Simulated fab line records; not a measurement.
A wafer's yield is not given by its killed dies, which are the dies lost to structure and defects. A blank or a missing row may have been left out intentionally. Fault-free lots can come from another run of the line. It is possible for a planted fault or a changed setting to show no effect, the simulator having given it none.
A struck lot beside a sound one / flow sky130 / 18 out of 708 route steps
Sound: wafers L722.1, L722.4, L722.5. Struck: wafers L711.4, L711.6 (left out: L711.3, a lot-mate that was not struck); the cause follows at the end.
Order at every step that has rows: each side's tool, ch and its chambers, its first start. Under that, the readings that differ: sound wafers / struck wafers / difference of the means / sigmas: that difference in standard deviations of wafers without a fault.
alike: readings whose means differ by less than 2 such deviations, and words and numbers that are the same on both sides. not compared: withheld readings, readings that some wafer has no value for, bounds like >300 that may hide the same value, and numbers for which the record gives no deviation and whose values overlap.
Wherever a step has rows on one side only, a row that says differs or no value, or a row with sigmas, the two part there. Non-overlapping numbers with no deviation appear without sigmas and do not part them. A reading missing from all wafers of one side parts the sides only when that side holds two or more wafers.

first, 5 steps without rows for these wafers: SKY_VIA4_COAT_06 (resist thk 1140 nm); SKY_VIA4_SOFTBAKE_07 (time 60 s); SKY_VIA4_EXPOSE_08 (exposes mask VIM4, target cd 800 nm); SKY_VIA4_PEB_09; SKY_VIA4_DEVELOP_10 (develop time 60 s).
SKY_VIA4_OVL_MEAS_11:
  struck on overlay-02, day 44 10:43; sound on overlay-01, day 47 07:26
  alike: VIA4_OVL
SKY_VIA4_ETCH_12: etches SiO2 in C4F8/O2/Ar, stops on TiN, target depth 580 nm.
  sound on rie_diel-02 ch 1,2, day 47 07:28; struck on rie_diel-02 ch 0,1, day 44 10:44
  alike: bias_w, oes_product_au
SKY_VIA4_STRIP_13: strips in O2/N2.
  sound on plasma_asher-03 ch 0,1, day 47 07:32; struck on plasma_asher-01 ch 0,1, day 44 10:51
reading=strip_time_to_endpoint_s (s); sound=12.854 12.870 12.861; struck=12.818 12.778; difference=-0.064; sigmas=-2
  alike: drypump_motor_current_A, oes_product_au
  not compared: rf_hours_counter_h
then, 3 steps without rows for these wafers: SKY_VIA4_STRIP_14 (strips in post etch residue remover, time 1200 s); SKY_VIA4_CLEAN_15 (cleans in IPA, time 180 s); SKY_VIA4_CLEAN_16 (cleans in O3/DIW).
SKY_VIA4_SPUTTER_17: material TiN, target thk 20 nm, time 80 s.
  struck on pvd_sputter-01, day 44 11:25; sound on pvd_sputter-03, day 47 08:13
  alike: throttle_valve_pct
SKY_VIA4_CVD_18: deposits W, target thk 505 nm, time 152.14 s.
  sound on cvd_w-02 ch 0, day 47 08:16; struck on cvd_w-01 ch 0, day 44 11:31
reading=heater_power_w (W); sound=908 906 915; struck=761 752; difference=-153; sigmas=-3
reading=susceptor_temp_C (C); sound=399.66 399.66 399.69; struck=391.46 391.47; difference=-8.20; sigmas=-39
reading=model.W_of_VIA4_CVD_18.thk_nm (nm); sound=493.8 490.9 492.2; struck=424.7 429.6; difference=-65.2; sigmas=
SKY_VIA4_RS_MEAS_19: uses a four-point probe to measure.
  struck on film_metro-02, day 44 11:40; sound on film_metro-04, day 47 08:25
reading=VIA4_W_RS (ohm/sq); sound=0.2316 0.2326 0.2319; struck=0.2699 0.2663; difference=+0.0361; sigmas=+16
SKY_VIA4_THK_MEAS_20: measures by xrf.
  struck on film_metro-02, day 44 11:46; sound on film_metro-04, day 47 08:32
reading=VIA4_W_THK (nm); sound=501 498 501; struck=430 435; difference=-68; sigmas=-13
SKY_VIA4_CMP_21: polishes, stops on SiO2, t overpolish 25 s, target thk 0 nm.
  sound on cmp-02 ch 0,1,2, day 47 08:46; struck on cmp-01 ch 1, day 44 11:48
reading=time_to_endpoint_s (s); sound=119 116 115; struck=101 102; difference=-15; sigmas=-3
  alike: motor_current_A, platen_rpm, slurry_filter_dp_kPa
SKY_METAL5_SPUTTER_00: material Ti, target thk 15 nm, time 10 s.
  struck on pvd_sputter-02, day 44 12:06; sound on pvd_sputter-02, day 47 08:58
  alike: throttle_valve_pct
SKY_PAD_OPEN_PROBE_99:
  the record holds rows for the sound wafers here (prober-01, day 49 20:56) but none for the struck ones

== WHERE THEY PART ==
Earliest at SKY_VIA4_STRIP_13; latest, in this record, at SKY_PAD_OPEN_PROBE_99.

WHY: whatever the simulator had introduced
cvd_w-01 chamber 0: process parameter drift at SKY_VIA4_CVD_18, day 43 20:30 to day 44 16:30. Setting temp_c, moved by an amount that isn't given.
